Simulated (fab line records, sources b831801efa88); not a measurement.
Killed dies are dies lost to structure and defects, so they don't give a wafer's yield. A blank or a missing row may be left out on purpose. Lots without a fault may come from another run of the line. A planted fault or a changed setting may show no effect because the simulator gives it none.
Which tool did it? | flow sky130 | 11 lots, 33 wafers sampled, at 3 steps of a route of 708

WHAT THE GAUGES READ, wafer by wafer
SKY_METAL1_CD_MEAS_15: target cd 140 nm. Usual: cd_nm 140.0 nm, standard deviation 1.5.
lot  | measured     | on        | cd_nm (nm)        | flag
L838 | day 32 12:29 | cd_sem-01 | 139.8 140.2 141.0 |
L839 | day 33 08:05 | cd_sem-01 | 137.6 137.5 137.4 |
L840 | day 33 15:37 | cd_sem-01 | 138.8 139.2 140.6 |
L841 | day 33 22:50 | cd_sem-02 | 139.7 140.8 140.3 |
L844 | day 34 21:42 | cd_sem-02 | 143.1 143.3 142.7 |
L847 | day 36 00:00 | cd_sem-02 | 140.9 141.6 140.3 |
L850 | day 36 16:26 | cd_sem-02 | 140.6 140.3 139.1 |
L855 | day 39 15:50 | cd_sem-01 | 138.8 139.9 140.8 |
L857 | day 39 17:08 | cd_sem-02 | 140.7 140.8 140.7 |
L860 | day 39 18:20 | cd_sem-02 | 140.1 139.7 140.0 |
L859 | day 39 21:26 | cd_sem-02 | 138.0 140.2 139.8 |

SKY_VIA1_OVL_MEAS_13. Usual: VIA1_OVL 0 nm, standard deviation 5.7.
lot  | measured     | on         | VIA1_OVL (nm) | flag
L838 | day 33 17:14 | overlay-01 | 4 -9 -3       |
L839 | day 34 12:29 | overlay-01 | -4 2 -4       |
L840 | day 34 20:25 | overlay-02 | 4 -2 10       |
L841 | day 35 02:56 | overlay-02 | 2 4 3         |
L844 | day 36 02:01 | overlay-02 | 8 3 11        |
L847 | day 37 03:44 | overlay-02 | 1 -3 4        |
L850 | day 37 20:20 | overlay-02 | -4 -7 -12     |
L855 | day 40 18:17 | overlay-01 | 0 2 -8        |
L857 | day 40 19:14 | overlay-01 | -7 1 0        |
L860 | day 40 20:30 | overlay-01 | -4 0 -1       |
L859 | day 40 23:35 | overlay-02 | -6 2 1        |

WHICH TOOL RAN EACH LOT (tool, then ch and the chambers of the sampled wafers, then the start)
lot  | SKY_CONTACT_CMP_04
L838 | cmp-01 ch 0,3, day 30 05:22
L839 | cmp-01 ch 1,2,3, day 30 23:19
L840 | cmp-02 ch 0,2,3, day 31 07:31
L841 | cmp-02 ch 0,2,3, day 31 14:02
L844 | cmp-02 ch 0,2,3, day 32 14:50
L847 | cmp-02 ch 2,3, day 33 16:30
L850 | cmp-02 ch 1,2,3, day 34 08:47
L855 | cmp-02 ch 0,1, day 37 10:11
L857 | cmp-01 ch 1,2,3, day 37 12:01
L860 | cmp-02 ch 0,1,2, day 37 13:49
L859 | cmp-01 ch 0,1,3, day 37 17:19
- SKY_CONTACT_CMP_04: polishes SiO2.

WHAT THE TOOLS THEMSELVES READ (means of the sampled wafers that have a number; where no wafer has one, the mark that the record gives instead)
SKY_CONTACT_CMP_04. Usual: motor_current_A 12.6 A, standard deviation 1.1; time_to_endpoint_s 83 s, standard deviation 4.1.
lot  | tool   | motor_current_A (A) | time_to_endpoint_s (s) | flag
L838 | cmp-01 | 11.8                | 83                     |
L839 | cmp-01 | 11.7                | 82                     |
L840 | cmp-02 | 13.7                | 85                     |
L841 | cmp-02 | 13.4                | 81                     |
L844 | cmp-02 | 12.9                | 82                     |
L847 | cmp-02 | 13.9                | 80                     |
L850 | cmp-02 | 13.5                | 85                     |
L855 | cmp-02 | 12.7                | 83                     |
L857 | cmp-01 | 11.7                | 79                     |
L860 | cmp-02 | 13.4                | 89                     |
L859 | cmp-01 | 11.8                | 85                     |

THE ANSWER, worked out from the rows above alone
Rule: a lot is off if the mean of its wafers that have a number lies more than 3 standard deviations from the usual mean. A lot without any number at a reading at which 4 lots or more have one is off too. The other lots that the step has rows for count as sound. The gauges are gone through in route order, then the tools' own readings, and for those a lot's mean is taken as printed above. The first step at which some lot is off is used, and at that step the reading that is off furthest; a lot without a number counts as furthest.
No lot is off at any reading shown: from this, nothing can be told.

WHAT THE SIMULATOR HAD PUT IN
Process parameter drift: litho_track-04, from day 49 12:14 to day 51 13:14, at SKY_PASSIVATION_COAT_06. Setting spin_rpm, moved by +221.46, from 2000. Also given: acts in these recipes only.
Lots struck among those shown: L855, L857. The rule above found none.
